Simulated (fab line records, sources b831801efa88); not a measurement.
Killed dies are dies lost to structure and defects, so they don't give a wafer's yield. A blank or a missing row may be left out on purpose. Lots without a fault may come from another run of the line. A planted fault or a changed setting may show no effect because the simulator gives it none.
Which tool did it? | flow sky130 | 15 lots, 45 wafers sampled, at 5 steps of a route of 708

WHAT THE GAUGES READ, wafer by wafer
SKY_VIA2_BOW_MEAS_03. Usual: VIA2_BOW 86 um, standard deviation 6.6.
lot  | measured     | on            | VIA2_BOW (um) | flag
L197 | day 36 13:52 | film_metro-02 | 91 82 100     |
L198 | day 36 17:57 | film_metro-03 | 85 88 85      |
L200 | day 37 16:13 | film_metro-04 | 84 84 93      |
L201 | day 37 20:59 | film_metro-02 | 78 76 85      |
L202 | day 37 22:56 | film_metro-03 | 93 79 85      |
L204 | day 38 23:37 | film_metro-03 | 96 98 85      |
L205 | day 39 01:23 | film_metro-03 | 87 76 75      |
L209 | day 40 05:56 | film_metro-04 | 77 88 80      |
L213 | day 41 04:34 | film_metro-04 | 116 121 114   | OFF
L214 | day 41 11:56 | film_metro-03 | 122 123 139   | OFF
L215 | day 41 12:45 | film_metro-03 | 111 129 115   | OFF
L217 | day 42 05:13 | film_metro-04 | 86 86 83      |
L218 | day 42 18:08 | film_metro-02 | 80 83 79      |
L219 | day 42 19:14 | film_metro-03 | 89 79 80      |
L220 | day 43 05:29 | film_metro-04 | 88 88 95      |

WHICH TOOL RAN EACH LOT (tool, then ch and the chambers of the sampled wafers, then the start)
lot  | SKY_VIA1_STRIP_16                    | SKY_VIA1_SPUTTER_20          | SKY_METAL2_STRIP_20                  | SKY_VIA2_CMP_02
L197 | plasma_asher-03 ch 0,1, day 35 07:29 | pvd_sputter-03, day 35 08:05 | plasma_asher-01 ch 1, day 36 12:46   | cmp-01 ch 0,2,3, day 36 13:38
L198 | plasma_asher-04 ch 0,1, day 35 11:38 | pvd_sputter-01, day 35 12:13 | plasma_asher-01 ch 0,1, day 36 16:50 | cmp-02 ch 0,1,3, day 36 17:41
L200 | plasma_asher-04 ch 0,1, day 36 10:41 | pvd_sputter-03, day 36 11:19 | plasma_asher-02 ch 0,1, day 37 15:08 | cmp-02 ch 2,3, day 37 15:55
L201 | plasma_asher-01 ch 0,1, day 36 15:10 | pvd_sputter-03, day 36 15:46 | plasma_asher-01 ch 0,1, day 37 19:53 | cmp-01 ch 0,1,3, day 37 20:44
L202 | plasma_asher-01 ch 0,1, day 36 17:23 | pvd_sputter-01, day 36 17:59 | plasma_asher-04 ch 0,1, day 37 21:44 | cmp-01 ch 0,1,3, day 37 22:43
L204 | plasma_asher-01 ch 0,1, day 37 18:04 | pvd_sputter-03, day 37 18:40 | plasma_asher-01 ch 0,1, day 38 22:31 | cmp-01 ch 0,1,3, day 38 23:22
L205 | plasma_asher-03 ch 1, day 37 19:47   | pvd_sputter-02, day 37 20:25 | plasma_asher-01 ch 0, day 38 23:47   | cmp-02 ch 1,2,3, day 39 01:10
L209 | plasma_asher-04 ch 0,1, day 39 01:53 | pvd_sputter-03, day 39 02:31 | plasma_asher-02 ch 0,1, day 40 04:51 | cmp-02 ch 1,2,3, day 40 05:41
L213 | plasma_asher-04 ch 0,1, day 40 01:16 | pvd_sputter-01, day 40 01:53 | plasma_asher-04 ch 0,1, day 41 03:23 | cmp-02 ch 2,3, day 41 04:12
L214 | plasma_asher-03 ch 1, day 40 07:52   | pvd_sputter-01, day 40 08:28 | plasma_asher-01 ch 0,1, day 41 10:50 | cmp-02 ch 2,3, day 41 11:37
L215 | plasma_asher-01 ch 0,1, day 40 08:33 | pvd_sputter-03, day 40 09:07 | plasma_asher-04 ch 0,1, day 41 11:38 | cmp-02 ch 1,2,3, day 41 12:32
L217 | plasma_asher-03 ch 0,1, day 41 02:17 | pvd_sputter-03, day 41 02:51 | plasma_asher-04 ch 0,1, day 42 04:05 | cmp-02 ch 1,2,3, day 42 05:02
L218 | plasma_asher-03 ch 0, day 41 15:28   | pvd_sputter-03, day 41 16:04 | plasma_asher-01 ch 0, day 42 17:04   | cmp-02 ch 1,3, day 42 17:50
L219 | plasma_asher-04 ch 0,1, day 41 16:53 | pvd_sputter-03, day 41 17:34 | plasma_asher-02 ch 0,1, day 42 18:08 | cmp-02 ch 0,1,2, day 42 18:55
L220 | plasma_asher-01 ch 0,1, day 42 01:56 | pvd_sputter-02, day 42 02:32 | plasma_asher-01 ch 0,1, day 43 04:23 | cmp-01 ch 0,1,2, day 43 05:19
- SKY_VIA1_STRIP_16: strips in O2/N2.
- SKY_VIA1_SPUTTER_20: material TiN, target thk 20 nm, time 80 s.
- SKY_METAL2_STRIP_20: strips in O2/N2.
- SKY_VIA2_CMP_02: polishes SiO2.

WHAT THE TOOLS THEMSELVES READ (means of the sampled wafers that have a number; where no wafer has one, the mark that the record gives instead)
SKY_VIA1_STRIP_16. Usual: drypump_motor_current_A 5.73 A, standard deviation 0.25; oes_product_au 0.415 a.u., standard deviation 0.0046; strip_time_to_endpoint_s 4.462 s, standard deviation 0.022.
lot  | tool            | drypump_motor_current_A (A) | oes_product_au (a.u.) | strip_time_to_endpoint_s (s) | flag
L197 | plasma_asher-03 | 5.64                        | 0.413                 | 4.467                        |
L198 | plasma_asher-04 | 5.96                        | 0.416                 | 4.462                        |
L200 | plasma_asher-04 | 5.85                        | 0.412                 | 4.474                        |
L201 | plasma_asher-01 | 5.63                        | 0.412                 | 4.456                        |
L202 | plasma_asher-01 | 5.72                        | 0.415                 | 4.468                        |
L204 | plasma_asher-01 | 5.69                        | 0.413                 | 4.458                        |
L205 | plasma_asher-03 | 5.21                        | 0.409                 | 4.462                        |
L209 | plasma_asher-04 | 5.94                        | 0.416                 | 4.488                        |
L213 | plasma_asher-04 | 5.92                        | 0.416                 | 4.452                        |
L214 | plasma_asher-03 | 5.19                        | 0.414                 | 4.467                        |
L215 | plasma_asher-01 | 5.68                        | 0.418                 | 4.440                        |
L217 | plasma_asher-03 | 5.41                        | 0.414                 | 4.434                        |
L218 | plasma_asher-03 | 5.83                        | 0.416                 | 4.448                        |
L219 | plasma_asher-04 | 5.84                        | 0.418                 | 4.467                        |
L220 | plasma_asher-01 | 5.69                        | 0.412                 | 4.461                        |

SKY_VIA1_SPUTTER_20. Usual: throttle_valve_pct 30.0 %, standard deviation 0.73.
lot  | tool           | throttle_valve_pct (%) | flag
L197 | pvd_sputter-03 | 30.3                   |
L198 | pvd_sputter-01 | 29.5                   |
L200 | pvd_sputter-03 | 29.7                   |
L201 | pvd_sputter-03 | 30.3                   |
L202 | pvd_sputter-01 | 29.7                   |
L204 | pvd_sputter-03 | 30.3                   |
L205 | pvd_sputter-02 | 30.6                   |
L209 | pvd_sputter-03 | 29.9                   |
L213 | pvd_sputter-01 | 28.5                   |
L214 | pvd_sputter-01 | 28.9                   |
L215 | pvd_sputter-03 | 30.2                   |
L217 | pvd_sputter-03 | 30.2                   |
L218 | pvd_sputter-03 | 30.0                   |
L219 | pvd_sputter-03 | 29.9                   |
L220 | pvd_sputter-02 | 29.9                   |

SKY_METAL2_STRIP_20. Usual: drypump_motor_current_A 5.77 A, standard deviation 0.16; oes_product_au 0.343 a.u., standard deviation 0.0042; strip_time_to_endpoint_s 2.70 s, standard deviation 0.041.
lot  | tool            | drypump_motor_current_A (A) | oes_product_au (a.u.) | strip_time_to_endpoint_s (s) | flag
L197 | plasma_asher-01 | 5.76                        | 0.343                 | 2.70                         |
L198 | plasma_asher-01 | 5.68                        | 0.342                 | 2.70                         |
L200 | plasma_asher-02 | 5.86                        | 0.340                 | 2.73                         |
L201 | plasma_asher-01 | 5.62                        | 0.346                 | 2.69                         |
L202 | plasma_asher-04 | 5.94                        | 0.344                 | 2.68                         |
L204 | plasma_asher-01 | 5.62                        | 0.344                 | 2.72                         |
L205 | plasma_asher-01 | 5.57                        | 0.345                 | 2.67                         |
L209 | plasma_asher-02 | 5.77                        | 0.342                 | 2.71                         |
L213 | plasma_asher-04 | 5.88                        | 0.346                 | 2.72                         |
L214 | plasma_asher-01 | 5.68                        | 0.348                 | 2.71                         |
L215 | plasma_asher-04 | 5.94                        | 0.346                 | 2.70                         |
L217 | plasma_asher-04 | 5.95                        | 0.339                 | 2.69                         |
L218 | plasma_asher-01 | 5.56                        | 0.344                 | 2.68                         |
L219 | plasma_asher-02 | 5.81                        | 0.347                 | 2.70                         |
L220 | plasma_asher-01 | 5.68                        | 0.348                 | 2.71                         |

SKY_VIA2_CMP_02. Usual: edge_zone_pressure_frac 1.000, standard deviation 0.0054; head_pressure_psi 3.999 psi, standard deviation 0.0088; motor_current_A 12.1 A, standard deviation 1.4; slurry_flow_ml_min 150.0, standard deviation 0.46.
lot  | tool   | edge_zone_pressure_frac | head_pressure_psi (psi) | motor_current_A (A) | slurry_flow_ml_min | flag
L197 | cmp-01 | 1.000                   | 3.995                   | 11.6                | 150.0              |
L198 | cmp-02 | 0.999                   | 3.996                   | 11.3                | 149.9              |
L200 | cmp-02 | 1.000                   | 3.997                   | 13.5                | 150.4              |
L201 | cmp-01 | 0.997                   | 4.003                   | 11.0                | 149.8              |
L202 | cmp-01 | 1.002                   | 4.013                   | 11.2                | 149.7              |
L204 | cmp-01 | 0.993                   | 4.003                   | 11.1                | 149.9              |
L205 | cmp-02 | 1.002                   | 3.996                   | 12.4                | 150.0              |
L209 | cmp-02 | 1.003                   | 3.996                   | 12.5                | 149.9              |
L213 | cmp-02 | -                       | -                       | -                   | -                  | OFF
L214 | cmp-02 | -                       | -                       | -                   | -                  | OFF
L215 | cmp-02 | -                       | -                       | -                   | -                  | OFF
L217 | cmp-02 | 1.003                   | 4.002                   | 12.4                | 149.6              |
L218 | cmp-02 | 1.000                   | 4.001                   | 11.7                | 149.9              |
L219 | cmp-02 | 0.993                   | 4.003                   | 12.7                | 150.6              |
L220 | cmp-01 | 1.004                   | 3.995                   | 11.2                | 150.0              |

THE ANSWER, worked out from the rows above alone
Rule: a lot is off if the mean of its wafers that have a number lies more than 3 standard deviations from the usual mean. A lot without any number at a reading at which 4 lots or more have one is off too. The other lots that the step has rows for count as sound. The gauges are gone through in route order, then the tools' own readings, and for those a lot's mean is taken as printed above. The first step at which some lot is off is used, and at that step the reading that is off furthest; a lot without a number counts as furthest.
Off: L213, L214, L215, at SKY_VIA2_BOW_MEAS_03 (VIA2_BOW).
A tool fits if, at a process step before that reading, it ran every lot that is off, and no sound lot after the first of them. The gauges at SKY_VIA2_BOW_MEAS_03 aren't tried: what is off there is off at SKY_VIA2_CMP_02 too, on other tools, and a gauge's error can't cause that. None of those tried fits.

WHAT THE SIMULATOR HAD PUT IN
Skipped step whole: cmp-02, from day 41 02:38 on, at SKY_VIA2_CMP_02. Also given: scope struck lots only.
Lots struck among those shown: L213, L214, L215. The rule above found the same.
